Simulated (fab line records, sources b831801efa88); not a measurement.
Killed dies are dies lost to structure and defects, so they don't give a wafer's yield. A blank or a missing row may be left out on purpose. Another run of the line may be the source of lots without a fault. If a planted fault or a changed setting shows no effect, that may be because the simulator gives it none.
The tool behind it: which one?    flow sky130    6 lots with 18 wafers sampled at 2 steps, on a route of 708 steps

WHAT EACH GAUGE READ, for each wafer
SKY_LDD_LDN_TW_MEAS_13.
lot   measured      on             LDD_LDN_TW
L877  day 23 17:19  film-metro-03  1485 1477 1481
L880  day 25 07:16  film-metro-01  1506 1508 1508
L882  day 25 17:31  film-metro-04  1472 1460 1466
L886  day 27 06:12  film-metro-03  1479 1472 1467
L892  day 28 21:58  film-metro-01  1506 1510 1504
L896  day 30 19:47  film-metro-01  1506 1507 1505

EACH LOT AND THE TOOL THAT RAN IT (in order: tool; ch and the chambers of the sampled wafers; start)
lot   SKY_LDD_LDN_IMPLANT_11
L877  implanter-03 ch 0, day 23 17:04
L880  implanter-02 ch 0, day 25 07:01
L882  implanter-01 ch 0, day 25 17:16
L886  implanter-02 ch 0, day 27 05:57
L892  implanter-01 ch 0, day 28 21:45
L896  implanter-01 ch 0, day 30 19:33
- SKY_LDD_LDN_IMPLANT_11

THE ANSWER, worked out from the rows above alone
Rule: usual is defined by the lots themselves. Put in order of their means at a reading, lots are off if they are a third of the lots or fewer, leave a main group of 4 or more, and stand apart from it by a gap of 3 or more times the standard deviation of the main group's means; of several such gaps the widest counts. A main group whose means are all the same, to the digits that the tables above print for the reading, isn't used. Also off: a lot with no number at a reading for which 4 or more lots have one. Any other lot the step has rows for is counted as sound.
No lot is off on any of the readings shown, so nothing can be concluded from this.

WHAT THE SIMULATOR PUT IN
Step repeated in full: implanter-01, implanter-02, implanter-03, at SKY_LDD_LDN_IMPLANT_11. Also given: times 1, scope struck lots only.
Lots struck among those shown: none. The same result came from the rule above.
